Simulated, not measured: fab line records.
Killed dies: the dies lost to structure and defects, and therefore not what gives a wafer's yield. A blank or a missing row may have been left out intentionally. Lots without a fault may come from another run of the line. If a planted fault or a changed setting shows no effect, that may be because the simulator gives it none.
fab line records / flow sky130
[record] lots = 13 wafers = 39 last_day = 50
route steps=708 shown POLY_GATE@227 LDD_LDN@300 POLY_CUT@316
lots untouched by any fault: they come from a run of this same line in which no faults occurred
start_h: start of the lot's first displayed wafer, in hours after the record's first day / wait_h: hours from the lot's prior step to this one / " unchanged from the row above / L1.1+2: several wafers, shown together as one row / - no value present, or no start provided / * or withheld: withheld / < > ~ a bound
route shown NAME@n: names a module that has steps shown in the file, with the first one's number in the route / usual: mean/standard deviation of fault-free wafers / same: alike in all rows / chamber/n: place in a boat / sites: each site's reading / _std_site: standard deviation across them / _edge_site: mean of outer sites minus mean of inner sites / radius_mm: for every site, how far away it sits from the centre of the wafer / mask NAME#n: copy n / behind: the tool/chamber that last shaped the wafer / hold: the reason the lot was held/the length of the hold in hours/how it ended / device: the n, p or np transistor that did not switch / end of line: the route-end tests of the same wafers / for a step that has no rows: nothing shown but its recipe / killed: dies that structure and defects cost at the first sort, which is not the same as the wafer's yield / map: dies across one wafer; x = killed, . = not, _ = none there
set.NAME: the setting that was run; set.NAME@STEP: the one run at that earlier step / model.NAME: the simulator's own value behind a step, which no gauge read
one table for each step of the route and one row for each wafer, over a sample of lots
services: from which hour (start_h, from the record's first day; less than 0 if before it) a tool's chamber was out of use, for how many hours, and why
[[steps]]
[step SKY_POLY_GATE_CD_MEAS_13]
[recipe] target_cd_nm = 150
[usual] cd_nm = 150.0/1.4
lot.wafer=L101.2 tool=cd_sem-02 chamber=- start_h=361.02 wait_h=- cd_nm=151.5
lot.wafer=L101.3 tool=cd_sem-02 chamber=- start_h=361.02 wait_h=- cd_nm=149.8
lot.wafer=L101.6 tool=cd_sem-02 chamber=- start_h=361.02 wait_h=- cd_nm=151.3
lot.wafer=L102.1 tool=cd_sem-01 chamber=- start_h=375.17 wait_h=- cd_nm=150.2
lot.wafer=L102.3 tool=cd_sem-01 chamber=- start_h=375.17 wait_h=- cd_nm=151.7
lot.wafer=L102.6 tool=cd_sem-01 chamber=- start_h=375.17 wait_h=- cd_nm=151.8
lot.wafer=L103.4 tool=cd_sem-02 chamber=- start_h=391.09 wait_h=- cd_nm=150.1
lot.wafer=L103.5 tool=cd_sem-02 chamber=- start_h=391.09 wait_h=- cd_nm=148.3
lot.wafer=L103.6 tool=cd_sem-02 chamber=- start_h=391.09 wait_h=- cd_nm=148.4
lot.wafer=L104.1 tool=cd_sem-01 chamber=- start_h=399.22 wait_h=- cd_nm=151.0
lot.wafer=L104.4 tool=cd_sem-01 chamber=- start_h=399.22 wait_h=- cd_nm=149.2
lot.wafer=L104.5 tool=cd_sem-01 chamber=- start_h=399.22 wait_h=- cd_nm=150.3
lot.wafer=L106.1 tool=cd_sem-02 chamber=- start_h=411.80 wait_h=- cd_nm=151.0
lot.wafer=L106.5 tool=cd_sem-02 chamber=- start_h=411.80 wait_h=- cd_nm=149.8
lot.wafer=L106.6 tool=cd_sem-02 chamber=- start_h=411.80 wait_h=- cd_nm=152.1
lot.wafer=L111.2 tool=cd_sem-01 chamber=- start_h=471.59 wait_h=- cd_nm=149.5
lot.wafer=L111.3 tool=cd_sem-01 chamber=- start_h=471.59 wait_h=- cd_nm=149.5
lot.wafer=L111.4 tool=cd_sem-01 chamber=- start_h=471.59 wait_h=- cd_nm=148.5
lot.wafer=L112.3 tool=cd_sem-02 chamber=- start_h=474.02 wait_h=- cd_nm=148.2
lot.wafer=L112.4 tool=cd_sem-02 chamber=- start_h=474.02 wait_h=- cd_nm=147.9
lot.wafer=L112.5 tool=cd_sem-02 chamber=- start_h=474.02 wait_h=- cd_nm=148.4
lot.wafer=L114.2 tool=cd_sem-01 chamber=- start_h=485.40 wait_h=- cd_nm=151.4
lot.wafer=L114.4 tool=cd_sem-01 chamber=- start_h=485.40 wait_h=- cd_nm=152.0
lot.wafer=L114.6 tool=cd_sem-01 chamber=- start_h=485.40 wait_h=- cd_nm=151.3
lot.wafer=L116.3 tool=cd_sem-02 chamber=- start_h=507.39 wait_h=- cd_nm=149.1
lot.wafer=L116.4 tool=cd_sem-02 chamber=- start_h=507.39 wait_h=- cd_nm=148.2
lot.wafer=L116.5 tool=cd_sem-02 chamber=- start_h=507.39 wait_h=- cd_nm=147.3
lot.wafer=L117.1 tool=cd_sem-02 chamber=- start_h=520.38 wait_h=- cd_nm=149.1
lot.wafer=L117.3 tool=cd_sem-02 chamber=- start_h=520.38 wait_h=- cd_nm=149.6
lot.wafer=L117.5 tool=cd_sem-02 chamber=- start_h=520.38 wait_h=- cd_nm=149.5
lot.wafer=L118.4 tool=cd_sem-01 chamber=- start_h=543.64 wait_h=- cd_nm=149.2
lot.wafer=L118.5 tool=cd_sem-01 chamber=- start_h=543.64 wait_h=- cd_nm=150.0
lot.wafer=L118.6 tool=cd_sem-01 chamber=- start_h=543.64 wait_h=- cd_nm=148.8
lot.wafer=L121.3 tool=cd_sem-02 chamber=- start_h=548.37 wait_h=- cd_nm=150.8
lot.wafer=L121.4 tool=cd_sem-02 chamber=- start_h=548.37 wait_h=- cd_nm=151.1
lot.wafer=L121.6 tool=cd_sem-02 chamber=- start_h=548.37 wait_h=- cd_nm=149.7
lot.wafer=L122.2 tool=cd_sem-02 chamber=- start_h=556.59 wait_h=- cd_nm=149.6
lot.wafer=L122.3 tool=cd_sem-02 chamber=- start_h=556.59 wait_h=- cd_nm=150.1
lot.wafer=L122.5 tool=cd_sem-02 chamber=- start_h=556.59 wait_h=- cd_nm=149.2
[step SKY_LDD_LDN_IMPLANT_11]
[recipe] species = As energy_kev = 15 dose_cm2 = 1.25e+13 tilt_deg = withheld rotation_deg = 293
[usual] dose_ions_cm2 = 1.2502e+13/1.5e+10
lot.wafer=L101.2 tool=implanter-03 chamber=0 start_h=517.24 wait_h=0.1 dose_ions_cm2=1.2501e+13
lot.wafer=L101.3 tool=implanter-03 chamber=0 start_h=517.24 wait_h=0.1 dose_ions_cm2=1.2517e+13
lot.wafer=L101.6 tool=implanter-03 chamber=0 start_h=517.24 wait_h=0.1 dose_ions_cm2=1.2508e+13
lot.wafer=L102.1 tool=implanter-01 chamber=0 start_h=530.10 wait_h=0.1 dose_ions_cm2=1.2488e+13
lot.wafer=L102.3 tool=implanter-01 chamber=0 start_h=530.10 wait_h=0.1 dose_ions_cm2=1.2508e+13
lot.wafer=L102.6 tool=implanter-01 chamber=0 start_h=530.10 wait_h=0.1 dose_ions_cm2=1.2504e+13
lot.wafer=L103.4 tool=implanter-01 chamber=0 start_h=555.33 wait_h=0.1 dose_ions_cm2=1.2512e+13
lot.wafer=L103.5 tool=implanter-01 chamber=0 start_h=555.33 wait_h=0.1 dose_ions_cm2=1.2515e+13
lot.wafer=L103.6 tool=implanter-01 chamber=0 start_h=555.33 wait_h=0.1 dose_ions_cm2=1.2498e+13
lot.wafer=L104.1 tool=implanter-03 chamber=0 start_h=556.02 wait_h=0.1 dose_ions_cm2=1.2502e+13
lot.wafer=L104.4 tool=implanter-03 chamber=0 start_h=556.02 wait_h=0.1 dose_ions_cm2=1.2493e+13
lot.wafer=L104.5 tool=implanter-03 chamber=0 start_h=556.02 wait_h=0.1 dose_ions_cm2=1.2504e+13
lot.wafer=L106.1 tool=implanter-03 chamber=0 start_h=567.51 wait_h=0.1 dose_ions_cm2=1.2482e+13
lot.wafer=L106.5 tool=implanter-03 chamber=0 start_h=567.51 wait_h=0.1 dose_ions_cm2=1.2498e+13
lot.wafer=L106.6 tool=implanter-03 chamber=0 start_h=567.51 wait_h=0.1 dose_ions_cm2=1.2516e+13
lot.wafer=L111.2 tool=implanter-03 chamber=0 start_h=623.83 wait_h=0.1 dose_ions_cm2=1.2299e+13
lot.wafer=L111.3 tool=implanter-03 chamber=0 start_h=623.83 wait_h=0.1 dose_ions_cm2=1.2305e+13
lot.wafer=L111.4 tool=implanter-03 chamber=0 start_h=623.83 wait_h=0.1 dose_ions_cm2=1.2307e+13
lot.wafer=L112.3 tool=implanter-03 chamber=0 start_h=625.97 wait_h=0.1 dose_ions_cm2=1.2306e+13
lot.wafer=L112.4 tool=implanter-03 chamber=0 start_h=625.97 wait_h=0.1 dose_ions_cm2=1.2296e+13
lot.wafer=L112.5 tool=implanter-03 chamber=0 start_h=625.97 wait_h=0.1 dose_ions_cm2=1.23e+13
lot.wafer=L114.2 tool=implanter-01 chamber=0 start_h=637.23 wait_h=0.1 dose_ions_cm2=1.248e+13
lot.wafer=L114.4 tool=implanter-01 chamber=0 start_h=637.23 wait_h=0.1 dose_ions_cm2=1.2463e+13
lot.wafer=L114.6 tool=implanter-01 chamber=0 start_h=637.23 wait_h=0.1 dose_ions_cm2=1.2471e+13
lot.wafer=L116.3 tool=implanter-02 chamber=0 start_h=658.55 wait_h=0.1 dose_ions_cm2=1.2507e+13
lot.wafer=L116.4 tool=implanter-02 chamber=0 start_h=658.55 wait_h=0.1 dose_ions_cm2=1.2515e+13
lot.wafer=L116.5 tool=implanter-02 chamber=0 start_h=658.55 wait_h=0.1 dose_ions_cm2=1.2526e+13
lot.wafer=L117.1 tool=implanter-02 chamber=0 start_h=672.01 wait_h=0.1 dose_ions_cm2=1.25e+13
lot.wafer=L117.3 tool=implanter-02 chamber=0 start_h=672.01 wait_h=0.1 dose_ions_cm2=1.2511e+13
lot.wafer=L117.5 tool=implanter-02 chamber=0 start_h=672.01 wait_h=0.1 dose_ions_cm2=1.2509e+13
lot.wafer=L118.4 tool=implanter-01 chamber=0 start_h=692.13 wait_h=0.1 dose_ions_cm2=1.2504e+13
lot.wafer=L118.5 tool=implanter-01 chamber=0 start_h=692.13 wait_h=0.1 dose_ions_cm2=1.2522e+13
lot.wafer=L118.6 tool=implanter-01 chamber=0 start_h=692.13 wait_h=0.1 dose_ions_cm2=1.2539e+13
lot.wafer=L121.3 tool=implanter-03 chamber=0 start_h=696.87 wait_h=0.1 dose_ions_cm2=1.2496e+13
lot.wafer=L121.4 tool=implanter-03 chamber=0 start_h=696.87 wait_h=0.1 dose_ions_cm2=1.2515e+13
lot.wafer=L121.6 tool=implanter-03 chamber=0 start_h=696.87 wait_h=0.1 dose_ions_cm2=1.251e+13
lot.wafer=L122.2 tool=implanter-02 chamber=0 start_h=705.83 wait_h=0.1 dose_ions_cm2=1.2514e+13
lot.wafer=L122.3 tool=implanter-02 chamber=0 start_h=705.83 wait_h=0.1 dose_ions_cm2=1.2495e+13
lot.wafer=L122.5 tool=implanter-02 chamber=0 start_h=705.83 wait_h=0.1 dose_ions_cm2=1.2498e+13
[step SKY_LDD_LDN_STRIP_12]
[recipe] chemistry = O2/N2 power_w = 1400 pressure_mtorr = 1500 platen_temp_c = withheld o2_flow_sccm = 3000 n2_flow_sccm = 300 overash_fraction = 0.5
[usual] drypump_motor_current_A = 5.8/0.56 oes_product_au = 0.715/0.0048 strip_time_to_endpoint_s = 14.21/0.041
[same] overash_fraction = 0.5
lot.wafer=L101.2 tool=plasma_asher-04 chamber=0 start_h=517.37 wait_h=0.1 drypump_motor_current_A=5.2 oes_product_au=0.711 rf_hours_counter_h=38 strip_time_to_endpoint_s=14.19
lot.wafer=L101.3 tool=plasma_asher-04 chamber=1 start_h=517.37 wait_h=0.1 drypump_motor_current_A=5.1 oes_product_au=0.718 rf_hours_counter_h=- strip_time_to_endpoint_s=14.21
lot.wafer=L101.6 tool=plasma_asher-04 chamber=1 start_h=517.37 wait_h=0.1 drypump_motor_current_A=5.1 oes_product_au=0.717 rf_hours_counter_h=- strip_time_to_endpoint_s=14.20
lot.wafer=L102.1 tool=plasma_asher-02 chamber=0 start_h=530.25 wait_h=0.1 drypump_motor_current_A=6.4 oes_product_au=0.711 rf_hours_counter_h=10 strip_time_to_endpoint_s=14.15
lot.wafer=L102.3 tool=plasma_asher-02 chamber=1 start_h=530.25 wait_h=0.1 drypump_motor_current_A=6.3 oes_product_au=0.719 rf_hours_counter_h=- strip_time_to_endpoint_s=14.23
lot.wafer=L102.6 tool=plasma_asher-02 chamber=1 start_h=530.25 wait_h=0.1 drypump_motor_current_A=6.3 oes_product_au=0.721 rf_hours_counter_h=- strip_time_to_endpoint_s=14.26
lot.wafer=L103.4 tool=plasma_asher-01 chamber=1 start_h=555.43 wait_h=0.1 drypump_motor_current_A=5.4 oes_product_au=0.717 rf_hours_counter_h=- strip_time_to_endpoint_s=14.23
lot.wafer=L103.5 tool=plasma_asher-01 chamber=1 start_h=555.43 wait_h=0.1 drypump_motor_current_A=5.4 oes_product_au=0.719 rf_hours_counter_h=- strip_time_to_endpoint_s=14.19
lot.wafer=L103.6 tool=plasma_asher-01 chamber=0 start_h=555.43 wait_h=0.1 drypump_motor_current_A=6.1 oes_product_au=0.715 rf_hours_counter_h=- strip_time_to_endpoint_s=14.19
lot.wafer=L104.1 tool=plasma_asher-02 chamber=0 start_h=556.17 wait_h=0.1 drypump_motor_current_A=6.4 oes_product_au=0.713 rf_hours_counter_h=12 strip_time_to_endpoint_s=14.22
lot.wafer=L104.4 tool=plasma_asher-02 chamber=0 start_h=556.17 wait_h=0.1 drypump_motor_current_A=6.4 oes_product_au=0.710 rf_hours_counter_h=- strip_time_to_endpoint_s=14.24
lot.wafer=L104.5 tool=plasma_asher-02 chamber=1 start_h=556.17 wait_h=0.1 drypump_motor_current_A=6.3 oes_product_au=0.712 rf_hours_counter_h=- strip_time_to_endpoint_s=14.19
lot.wafer=L106.1 tool=plasma_asher-04 chamber=1 start_h=567.66 wait_h=0.1 drypump_motor_current_A=5.1 oes_product_au=0.717 rf_hours_counter_h=43 strip_time_to_endpoint_s=14.25
lot.wafer=L106.5 tool=plasma_asher-04 chamber=1 start_h=567.66 wait_h=0.1 drypump_motor_current_A=5.1 oes_product_au=0.725 rf_hours_counter_h=- strip_time_to_endpoint_s=14.26
lot.wafer=L106.6 tool=plasma_asher-04 chamber=0 start_h=567.66 wait_h=0.1 drypump_motor_current_A=5.1 oes_product_au=0.720 rf_hours_counter_h=- strip_time_to_endpoint_s=14.28
lot.wafer=L111.2 tool=plasma_asher-02 chamber=0 start_h=623.96 wait_h=0.1 drypump_motor_current_A=6.4 oes_product_au=0.719 rf_hours_counter_h=21 strip_time_to_endpoint_s=14.22
lot.wafer=L111.3 tool=plasma_asher-02 chamber=0 start_h=623.96 wait_h=0.1 drypump_motor_current_A=6.4 oes_product_au=0.712 rf_hours_counter_h=- strip_time_to_endpoint_s=14.22
lot.wafer=L111.4 tool=plasma_asher-02 chamber=1 start_h=623.96 wait_h=0.1 drypump_motor_current_A=6.3 oes_product_au=0.721 rf_hours_counter_h=- strip_time_to_endpoint_s=14.24
lot.wafer=L112.3 tool=plasma_asher-04 chamber=1 start_h=626.10 wait_h=0.1 drypump_motor_current_A=5.1 oes_product_au=0.710 rf_hours_counter_h=- strip_time_to_endpoint_s=14.13
lot.wafer=L112.4 tool=plasma_asher-04 chamber=0 start_h=626.10 wait_h=0.1 drypump_motor_current_A=5.2 oes_product_au=0.712 rf_hours_counter_h=- strip_time_to_endpoint_s=14.25
lot.wafer=L112.5 tool=plasma_asher-04 chamber=0 start_h=626.10 wait_h=0.1 drypump_motor_current_A=5.1 oes_product_au=0.713 rf_hours_counter_h=- strip_time_to_endpoint_s=14.24
lot.wafer=L114.2 tool=plasma_asher-01 chamber=1 start_h=637.35 wait_h=0.1 drypump_motor_current_A=5.4 oes_product_au=0.716 rf_hours_counter_h=90 strip_time_to_endpoint_s=14.20
lot.wafer=L114.4 tool=plasma_asher-01 chamber=1 start_h=637.35 wait_h=0.1 drypump_motor_current_A=5.4 oes_product_au=0.707 rf_hours_counter_h=- strip_time_to_endpoint_s=14.11
lot.wafer=L114.6 tool=plasma_asher-01 chamber=0 start_h=637.35 wait_h=0.1 drypump_motor_current_A=6.1 oes_product_au=0.711 rf_hours_counter_h=- strip_time_to_endpoint_s=14.10
lot.wafer=L116.3 tool=plasma_asher-01 chamber=1 start_h=658.68 wait_h=0.1 drypump_motor_current_A=5.4 oes_product_au=0.716 rf_hours_counter_h=- strip_time_to_endpoint_s=14.22
lot.wafer=L116.4 tool=plasma_asher-01 chamber=0 start_h=658.68 wait_h=0.1 drypump_motor_current_A=6.1 oes_product_au=0.714 rf_hours_counter_h=- strip_time_to_endpoint_s=14.14
lot.wafer=L116.5 tool=plasma_asher-01 chamber=1 start_h=658.68 wait_h=0.1 drypump_motor_current_A=5.4 oes_product_au=0.715 rf_hours_counter_h=- strip_time_to_endpoint_s=14.24
lot.wafer=L117.1 tool=plasma_asher-04 chamber=1 start_h=672.16 wait_h=0.1 drypump_motor_current_A=5.1 oes_product_au=0.723 rf_hours_counter_h=50 strip_time_to_endpoint_s=14.16
lot.wafer=L117.3 tool=plasma_asher-04 chamber=1 start_h=672.16 wait_h=0.1 drypump_motor_current_A=5.1 oes_product_au=0.713 rf_hours_counter_h=- strip_time_to_endpoint_s=14.16
lot.wafer=L117.5 tool=plasma_asher-04 chamber=1 start_h=672.16 wait_h=0.1 drypump_motor_current_A=5.1 oes_product_au=0.718 rf_hours_counter_h=- strip_time_to_endpoint_s=14.20
lot.wafer=L118.4 tool=plasma_asher-02 chamber=0 start_h=692.24 wait_h=0.1 drypump_motor_current_A=6.4 oes_product_au=0.715 rf_hours_counter_h=- strip_time_to_endpoint_s=14.25
lot.wafer=L118.5 tool=plasma_asher-02 chamber=0 start_h=692.24 wait_h=0.1 drypump_motor_current_A=6.4 oes_product_au=0.706 rf_hours_counter_h=- strip_time_to_endpoint_s=14.14
lot.wafer=L118.6 tool=plasma_asher-02 chamber=1 start_h=692.24 wait_h=0.1 drypump_motor_current_A=6.3 oes_product_au=0.706 rf_hours_counter_h=- strip_time_to_endpoint_s=14.24
lot.wafer=L121.3 tool=plasma_asher-04 chamber=1 start_h=697.00 wait_h=0.1 drypump_motor_current_A=5.1 oes_product_au=0.713 rf_hours_counter_h=- strip_time_to_endpoint_s=14.17
lot.wafer=L121.4 tool=plasma_asher-04 chamber=0 start_h=697.00 wait_h=0.1 drypump_motor_current_A=5.2 oes_product_au=0.718 rf_hours_counter_h=- strip_time_to_endpoint_s=14.24
lot.wafer=L121.6 tool=plasma_asher-04 chamber=1 start_h=697.00 wait_h=0.1 drypump_motor_current_A=5.1 oes_product_au=0.715 rf_hours_counter_h=- strip_time_to_endpoint_s=14.24
lot.wafer=L122.2 tool=plasma_asher-01 chamber=0 start_h=705.95 wait_h=0.1 drypump_motor_current_A=6.1 oes_product_au=0.714 rf_hours_counter_h=97 strip_time_to_endpoint_s=14.15
lot.wafer=L122.3 tool=plasma_asher-01 chamber=0 start_h=705.95 wait_h=0.1 drypump_motor_current_A=6.1 oes_product_au=0.712 rf_hours_counter_h=- strip_time_to_endpoint_s=14.19
lot.wafer=L122.5 tool=plasma_asher-01 chamber=0 start_h=705.95 wait_h=0.1 drypump_motor_current_A=6.1 oes_product_au=0.718 rf_hours_counter_h=- strip_time_to_endpoint_s=14.17
[step SKY_POLY_CUT_OVL_MEAS_09]
[usual] POLY_CUT_OVL = -2/5.4
lot.wafer=L101.2 tool=overlay-01 chamber=- start_h=550.22 wait_h=0.1 POLY_CUT_OVL[nm]=-5
lot.wafer=L101.3 tool=overlay-01 chamber=- start_h=550.22 wait_h=0.1 POLY_CUT_OVL[nm]=-5
lot.wafer=L101.6 tool=overlay-01 chamber=- start_h=550.22 wait_h=0.1 POLY_CUT_OVL[nm]=-10
lot.wafer=L102.1 tool=overlay-02 chamber=- start_h=561.77 wait_h=0.1 POLY_CUT_OVL[nm]=1
lot.wafer=L102.3 tool=overlay-02 chamber=- start_h=561.77 wait_h=0.1 POLY_CUT_OVL[nm]=6
lot.wafer=L102.6 tool=overlay-02 chamber=- start_h=561.77 wait_h=0.1 POLY_CUT_OVL[nm]=4
lot.wafer=L103.4 tool=overlay-02 chamber=- start_h=585.75 wait_h=0.1 POLY_CUT_OVL[nm]=-5
lot.wafer=L103.5 tool=overlay-02 chamber=- start_h=585.75 wait_h=0.1 POLY_CUT_OVL[nm]=-4
lot.wafer=L103.6 tool=overlay-02 chamber=- start_h=585.75 wait_h=0.1 POLY_CUT_OVL[nm]=0
lot.wafer=L104.1 tool=overlay-01 chamber=- start_h=589.42 wait_h=0.1 POLY_CUT_OVL[nm]=-12
lot.wafer=L104.4 tool=overlay-01 chamber=- start_h=589.42 wait_h=0.1 POLY_CUT_OVL[nm]=-6
lot.wafer=L104.5 tool=overlay-01 chamber=- start_h=589.42 wait_h=0.1 POLY_CUT_OVL[nm]=-8
lot.wafer=L106.1 tool=overlay-02 chamber=- start_h=599.45 wait_h=0.1 POLY_CUT_OVL[nm]=-3
lot.wafer=L106.5 tool=overlay-02 chamber=- start_h=599.45 wait_h=0.1 POLY_CUT_OVL[nm]=-1
lot.wafer=L106.6 tool=overlay-02 chamber=- start_h=599.45 wait_h=0.1 POLY_CUT_OVL[nm]=-6
lot.wafer=L111.2 tool=overlay-01 chamber=- start_h=655.67 wait_h=0.1 POLY_CUT_OVL[nm]=2
lot.wafer=L111.3 tool=overlay-01 chamber=- start_h=655.67 wait_h=0.1 POLY_CUT_OVL[nm]=4
lot.wafer=L111.4 tool=overlay-01 chamber=- start_h=655.67 wait_h=0.1 POLY_CUT_OVL[nm]=3
lot.wafer=L112.3 tool=overlay-01 chamber=- start_h=657.25 wait_h=0.1 POLY_CUT_OVL[nm]=-2
lot.wafer=L112.4 tool=overlay-01 chamber=- start_h=657.25 wait_h=0.1 POLY_CUT_OVL[nm]=-1
lot.wafer=L112.5 tool=overlay-01 chamber=- start_h=657.25 wait_h=0.1 POLY_CUT_OVL[nm]=-2
lot.wafer=L114.2 tool=overlay-02 chamber=- start_h=667.47 wait_h=0.1 POLY_CUT_OVL[nm]=2
lot.wafer=L114.4 tool=overlay-02 chamber=- start_h=667.47 wait_h=0.1 POLY_CUT_OVL[nm]=-4
lot.wafer=L114.6 tool=overlay-02 chamber=- start_h=667.47 wait_h=0.1 POLY_CUT_OVL[nm]=-3
lot.wafer=L116.3 tool=overlay-01 chamber=- start_h=689.45 wait_h=0.1 POLY_CUT_OVL[nm]=-9
lot.wafer=L116.4 tool=overlay-01 chamber=- start_h=689.45 wait_h=0.1 POLY_CUT_OVL[nm]=-15
lot.wafer=L116.5 tool=overlay-01 chamber=- start_h=689.45 wait_h=0.1 POLY_CUT_OVL[nm]=-6
lot.wafer=L117.1 tool=overlay-02 chamber=- start_h=701.92 wait_h=0.1 POLY_CUT_OVL[nm]=2
lot.wafer=L117.3 tool=overlay-02 chamber=- start_h=701.92 wait_h=0.1 POLY_CUT_OVL[nm]=4
lot.wafer=L117.5 tool=overlay-02 chamber=- start_h=701.92 wait_h=0.1 POLY_CUT_OVL[nm]=0
lot.wafer=L118.4 tool=overlay-02 chamber=- start_h=722.08 wait_h=0.1 POLY_CUT_OVL[nm]=-9
lot.wafer=L118.5 tool=overlay-02 chamber=- start_h=722.08 wait_h=0.1 POLY_CUT_OVL[nm]=-4
lot.wafer=L118.6 tool=overlay-02 chamber=- start_h=722.08 wait_h=0.1 POLY_CUT_OVL[nm]=-4
lot.wafer=L121.3 tool=overlay-02 chamber=- start_h=725.80 wait_h=0.1 POLY_CUT_OVL[nm]=4
lot.wafer=L121.4 tool=overlay-02 chamber=- start_h=725.80 wait_h=0.1 POLY_CUT_OVL[nm]=7
lot.wafer=L121.6 tool=overlay-02 chamber=- start_h=725.80 wait_h=0.1 POLY_CUT_OVL[nm]=-2
lot.wafer=L122.2 tool=overlay-02 chamber=- start_h=735.61 wait_h=0.1 POLY_CUT_OVL[nm]=-3
lot.wafer=L122.3 tool=overlay-02 chamber=- start_h=735.61 wait_h=0.1 POLY_CUT_OVL[nm]=6
lot.wafer=L122.5 tool=overlay-02 chamber=- start_h=735.61 wait_h=0.1 POLY_CUT_OVL[nm]=1
[[services]]
tool=implanter-02 chamber=- start_h=497.63 hours=116.3 kind=pm
tool=implanter-01 chamber=- start_h=527.62 hours=1.9 kind=repair
tool=plasma_asher-04 chamber=- start_h=530.05 hours=0.4 kind=repair
tool=implanter-01 chamber=- start_h=535.82 hours=6.0 kind=pm
tool=plasma_asher-02 chamber=- start_h=536.14 hours=2.8 kind=pm
tool=implanter-03 chamber=- start_h=541.86 hours=3.9 kind=pm
tool=implanter-03 chamber=- start_h=546.32 hours=1.6 kind=repair
tool=implanter-03 chamber=- start_h=559.10 hours=6.6 kind=repair
tool=implanter-01 chamber=- start_h=564.17 hours=3.5 kind=repair
tool=plasma_asher-04 chamber=- start_h=572.29 hours=35.1 kind=repair
tool=plasma_asher-04 chamber=- start_h=579.90 hours=4.8 kind=repair
tool=implanter-01 chamber=- start_h=598.78 hours=2.0 kind=repair
tool=plasma_asher-01 chamber=- start_h=607.63 hours=14.6 kind=pm
tool=implanter-01 chamber=- start_h=621.93 hours=4.3 kind=repair
tool=implanter-02 chamber=- start_h=622.85 hours=2.9 kind=pm
tool=implanter-03 chamber=- start_h=648.55 hours=8.1 kind=repair
tool=implanter-01 chamber=- start_h=654.08 hours=5.5 kind=repair
tool=plasma_asher-02 chamber=- start_h=657.32 hours=3.9 kind=repair
[[key]]
[first_sign] step = SKY_LDD_LDN_IMPLANT_11 reading = dose_ions_cm2 direction = down sigmas = 13 usual = * struck = *
effect none on later readings
met_at SKY_LDD_LDN_IMPLANT_11
struck_lots L111,L112
tester_left_out L111,L112
not_acting_at SKY_POLY_GATE_CD_MEAS_13,SKY_LDD_LDN_STRIP_12,SKY_POLY_CUT_OVL_MEAS_09
onset_between 567.51 623.83
[fault] kind = process_parameter_drift tool = implanter-03 chamber = - onset_h = 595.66 steps = SKY_LDD_LDN_IMPLANT_11 channel = dose_cm2 offset = * shape = step end_h = 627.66 acts_in = * stated = *
// tester_left_out: of these lots the tester's yield and bins aren't shown, on N5 and GAA mostly nor the transistor test; their killed dies are dies lost to structure and defects alone, not to doping, threshold or leakage, so they don't give the yield
